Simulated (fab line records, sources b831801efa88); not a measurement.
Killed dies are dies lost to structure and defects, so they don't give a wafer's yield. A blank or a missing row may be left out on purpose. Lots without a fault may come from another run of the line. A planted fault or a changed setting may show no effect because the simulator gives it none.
Chamber matching | flow gf180mcu | GF_CONTACT_CMP_27 on cmp-01: 4 sister chambers
The step polishes, stops on SiO2, t overpolish 15 s, target thk 0 nm. 24 wafers are shown with their chamber, then 12 later ones without.

WAFERS WITH THEIR CHAMBER
wafer  | chamber | motor_current_A (A) | overpolish_run_s (s) | slurry_flow_ml_min
L074.1 | 1       | 12.8                | 15.011               | 149.8
L074.3 | 2       | 9.1                 | 14.997               | 148.8
L074.6 | 1       | 12.1                | 14.982               | 150.0
L078.2 | 1       | 12.4                | 15.001               | 150.4
L078.3 | 2       | 9.0                 | 15.001               | 150.2
L078.4 | 0       | 12.5                | 14.988               | 150.6
L080.2 | 3       | 9.4                 | 15.019               | 149.8
L080.3 | 2       | 8.9                 | 14.999               | 149.8
L080.6 | 2       | 9.8                 | 14.996               | 149.8
L081.4 | 0       | 11.7                | 14.990               | 150.2
L081.5 | 1       | 11.1                | 14.993               | 150.2
L081.6 | 2       | 9.5                 | 14.984               | 150.1
L085.3 | 1       | 11.8                | 15.010               | 149.8
L085.4 | 2       | 9.1                 | 15.016               | 149.7
L085.5 | 1       | 11.8                | 14.988               | 150.2
L087.1 | 0       | 12.7                | 14.998               | 150.9
L087.3 | 3       | 9.3                 | 14.999               | 149.5
L087.4 | 1       | 11.6                | 14.999               | 150.1
L089.1 | 0       | 13.1                | 15.003               | 149.1
L089.4 | 1       | 12.1                | 14.990               | 150.2
L089.6 | 0       | 12.1                | 15.006               | 149.5
L090.3 | 1       | 11.2                | 15.001               | 150.1
L090.4 | 3       | 9.1                 | 15.010               | 149.5
L090.6 | 0       | 12.7                | 14.991               | 149.6

SIGNATURES (means of the wafers above)
reading            | chamber 0 | chamber 1 | chamber 2 | chamber 3 | scatter within a chamber
motor_current_A    | 12.467    | 11.878    | 9.233     | 9.267     | 0.461
overpolish_run_s   | 14.99600  | 14.99722  | 14.99883  | 15.00933  | 0.00944
slurry_flow_ml_min | 149.983   | 150.089   | 149.733   | 149.600   | 0.449
Rule: a wafer's distance from a chamber is the root of the sum, over the readings, of the square of ((its reading less the chamber's mean) divided by the reading's scatter). The wafer belongs to the nearest chamber; if the next one is less than 2 further off, it can't be placed. The scatter: the root of (the sum of the squares of (reading less its chamber's mean) over the shown wafers, divided by (wafers less chambers)).

WAFERS WITHOUT THEIR CHAMBER
wafer  | motor_current_A (A) | overpolish_run_s (s) | slurry_flow_ml_min
L092.2 | 11.8                | 15.000               | 150.2
L092.4 | 9.0                 | 15.004               | 150.2
L092.6 | 12.5                | 14.999               | 151.1
L094.1 | 11.8                | 14.995               | 150.2
L094.5 | 8.8                 | 15.007               | 150.2
L094.6 | 12.1                | 15.008               | 150.3
L096.1 | 8.8                 | 14.992               | 149.4
L096.3 | 12.9                | 15.001               | 149.5
L096.6 | 9.6                 | 14.988               | 150.5
L097.1 | 12.8                | 15.002               | 149.9
L097.2 | 9.2                 | 15.003               | 149.8
L097.3 | 12.1                | 15.007               | 149.4

WHICH CHAMBER EACH WENT THROUGH
wafer  | from the rows above     | in truth
L092.2 | can't be placed: 1 or 0 | 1
L092.4 | can't be placed: 2 or 3 | 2
L092.6 | can't be placed: 0 or 1 | 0
L094.1 | can't be placed: 1 or 0 | 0
L094.5 | can't be placed: 2 or 3 | 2
L094.6 | can't be placed: 1 or 0 | 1
L096.1 | can't be placed: 2 or 3 | 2
L096.3 | can't be placed: 0 or 1 | 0
L096.6 | can't be placed: 2 or 3 | 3
L097.1 | can't be placed: 0 or 1 | 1
L097.2 | can't be placed: 2 or 3 | 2
L097.3 | can't be placed: 1 or 0 | 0
Placed correctly: 0 of 12. Can't be placed from these rows: 12 (the true chamber is among the candidates in 12). Placed wrongly: 0.
